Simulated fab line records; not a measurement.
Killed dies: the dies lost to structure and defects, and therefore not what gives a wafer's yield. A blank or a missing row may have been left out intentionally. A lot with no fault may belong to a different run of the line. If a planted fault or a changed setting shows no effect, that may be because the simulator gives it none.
Which tool was responsible? ; flow sky130 ; Sampling: 6 lots, 18 wafers, 2 of 708 route steps

== WHAT THE GAUGES READ, wafer by wafer ==
SKY_CAP2M_OVL_MEAS_12.
lot;measured;on;CAP2M_OVL (nm)
L893;day 41 06:26;overlay-01;0.1 0.8 2.3
L894;day 41 12:06;overlay-01;0.4 -0.2 -2.1
L898;day 42 11:53;overlay-02;-0.7 -1.1 0.2
L909;day 45 21:38;overlay-01;0.7 -1.4 -0.5
L911;day 46 12:27;overlay-02;-0.2 0.7 0.2
L913;day 46 17:08;overlay-01;1.6 -0.3 1.3

== TOOL THAT RAN EACH LOT (tool first, then ch and the chambers of the sampled wafers, then the start) ==
lot;SKY_LOCAL_INTERCONNECT_SPUTTER_00
L893;pvdSputter-01, day 29 18:50
L894;pvdSputter-01, day 30 04:40
L898;pvdSputter-01, day 31 06:19
L909;pvdSputter-03, day 35 06:59
L911;pvdSputter-03, day 36 00:08
L913;pvdSputter-03, day 36 06:49
- SKY_LOCAL_INTERCONNECT_SPUTTER_00: material TiN, target thk 100 nm, time 83.3 s.

== THE ANSWER, worked out from the rows above alone ==
Rule: the usual values come from the lots themselves. Put in order of their means at a reading, lots are off if they are a third of the lots or fewer, leave a main group of 4 or more, and stand apart from it by a gap of 3 or more times the standard deviation of the main group's means; of several such gaps the widest counts. A main group whose means are all the same, to the digits that the tables above print for the reading, isn't used. Also off: a lot with no number at a reading for which 4 or more lots have one. Any other lot the step has rows for is counted as sound.
Nothing can be told from this: no lot is off at any reading shown.

== WHAT THE SIMULATOR PUT IN ==
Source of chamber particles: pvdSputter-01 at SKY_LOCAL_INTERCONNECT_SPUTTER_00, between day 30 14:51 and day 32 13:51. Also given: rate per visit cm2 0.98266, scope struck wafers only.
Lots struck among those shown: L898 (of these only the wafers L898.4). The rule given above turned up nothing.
